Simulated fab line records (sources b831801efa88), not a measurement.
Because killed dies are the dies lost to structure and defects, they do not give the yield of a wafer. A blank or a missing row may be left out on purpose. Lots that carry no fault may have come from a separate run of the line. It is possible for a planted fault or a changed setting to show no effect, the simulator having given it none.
A lot that was struck, set against a sound lot || flow gf180mcu || 32 out of 602 route steps
Sound: wafers L510.2, L510.4, L510.5. Wafers L506.1, L506.2, L506.6 were the ones struck. The cause is given at the end.
For every step that has rows: the tool of each side, followed by ch and its chambers, followed by its first start. Under that, the readings that differ: sound wafers || struck wafers || difference of the means || sigmas: that difference in standard deviations of wafers without a fault.
alike: words and numbers the same on both sides, and readings whose means are apart by under 2 such deviations; not compared: readings that were withheld, readings missing a value for some wafer, numbers with overlapping values and no deviation given by the record, and bounds like >300 which may hide the same value.
Wherever a step has rows on one side only, a row that says differs or no value, or a row with sigmas, the two part there. Numbers that don't overlap but have no deviation are shown without sigmas and don't part them. Lack of a reading on every wafer of one side parts them only where that side has two or more wafers.

GF_HV_LDD_TW_MEAS_23:
  sound on film metro-03, day 14 09:43; struck on film metro-04, day 13 00:01
  alike: HV_LDD_2_TW
then, 7 steps without rows for these wafers: GF_HV_LDD_DEHYDRATE_24 (time 60 s); GF_HV_LDD_HMDS_25 (prime time 60 s); GF_HV_LDD_COAT_26 (resist thk 1000 nm); GF_HV_LDD_SOFTBAKE_27 (time 60 s); GF_HV_LDD_EXPOSE_28 (exposes mask Nplus HV AREA, target cd 400 nm); GF_HV_LDD_PEB_29; GF_HV_LDD_DEVELOP_30 (develop time 60 s).
GF_HV_LDD_CD_MEAS_31 targets a cd of 400 nm.
  sound on cd sem-01, day 15 06:16; struck on cd sem-01, day 13 19:54
  alike: cd nm
GF_HV_LDD_OVL_MEAS_32:
  sound on overlay-01, day 15 06:23; struck on overlay-01, day 13 20:01
  alike: HV_LDD_02_OVL
then, 2 steps without rows for these wafers: GF_HV_LDD_IMPLANT_33; GF_HV_LDD_IMPLANT_34.
GF_HV_LDD_IMPLANT_35:
  sound on implanter-02 ch 0, day 15 06:44; struck on implanter-02, day 13 20:22
  no value came back on the struck wafers for beam energy keV, beam on s (s), end station pressure torr (Torr); on the sound wafers beam energy keV reads 60.012 60.000 60.000
following that, these wafers have no rows for 1 step: GF_HV_LDD_IMPLANT_36.
GF_HV_LDD_STRIP_37: strips in O2/N2.
  sound on plasma asher-02 ch 0, day 15 07:01; struck on plasma asher-03 ch 0,1, day 13 20:40
{"reading": "strip time to endpoint s (s)", "sound": "12.64 12.68 12.65", "struck": "12.56 12.59 12.57", "difference": -0.08, "sigmas": -2}
  alike: drypump motor current A, heater power w, oes product au
  not compared: rf hours counter h
GF_HV_LDD_TW_MEAS_38:
  sound on film metro-03, day 15 07:07; struck on film metro-02, day 13 20:46
{"reading": "HV_LDD_3_TW", "sound": "1427 1428 1430", "struck": "1286 1297 1297", "difference": -135, "sigmas": -10}
then, 7 steps without rows for these wafers: GF_HV_LDD_DEHYDRATE_39 (time 60 s); GF_HV_LDD_HMDS_40 (prime time 60 s); GF_HV_LDD_COAT_41 (resist thk 1000 nm); GF_HV_LDD_SOFTBAKE_42 (time 60 s); GF_HV_LDD_EXPOSE_43 (exposes mask Pplus HV AREA, target cd 400 nm); GF_HV_LDD_PEB_44; GF_HV_LDD_DEVELOP_45 (develop time 60 s).
GF_HV_LDD_CD_MEAS_46 targets a cd of 400 nm.
  sound on cd sem-01, day 16 05:01; struck on cd sem-01, day 14 17:24
  alike: cd nm
GF_HV_LDD_OVL_MEAS_47:
  sound on overlay-01, day 16 05:07; struck on overlay-02, day 14 17:31
  alike: HV_LDD_03_OVL
following that, these wafers have no rows for 1 step: GF_HV_LDD_IMPLANT_48.
GF_HV_LDD_STRIP_49: strips in O2/N2.
  sound on plasma asher-02 ch 1, day 16 05:18; struck on plasma asher-01 ch 0,1, day 14 17:43
  alike: drypump motor current A, heater power w, oes product au, strip time to endpoint s
  not compared: rf hours counter h
GF_HV_LDD_TW_MEAS_50:
  sound on film metro-04, day 16 05:25; struck on film metro-04, day 14 17:49
  alike: HV_LDD_4_TW
then, 1 step without rows for these wafers: GF_HV_LDD_CLEAN_51 (cleans in SC1/SC2, time 150 s).
GF_HV_LDD_RTA_52: time 10 s.
  sound on rtp anneal-02 ch 0, day 16 05:32; struck on rtp anneal-01 ch 0, day 14 17:55
{"reading": "lamp power pct (%)", "sound": "32.5 32.5 32.5", "struck": "33.6 33.5 33.6", "difference": "+1.1", "sigmas": "+2"}
  alike: wafer_temp_C_max
GF_HV_LDD_RS_MEAS_53: measures by four-point-probe.
  sound on film metro-02, day 16 05:36; struck on film metro-03, day 14 17:59
{"reading": "HV_LDD_RS (ohm/sq)", "sound": "418.2 416.9 418.1", "struck": "439.9 439.9 440.3", "difference": "+22.3", "sigmas": "+30"}
then, 1 step without rows for these wafers: GF_HV_LDD_CVD_54 (deposits SiO2 from TEOS, target thk 10 nm, time 75 s).

## WHERE THEY PART
Earliest at GF_HV_LDD_IMPLANT_35; latest, in this record, at GF_HV_LDD_RS_MEAS_53.

WHY: whatever the simulator had introduced
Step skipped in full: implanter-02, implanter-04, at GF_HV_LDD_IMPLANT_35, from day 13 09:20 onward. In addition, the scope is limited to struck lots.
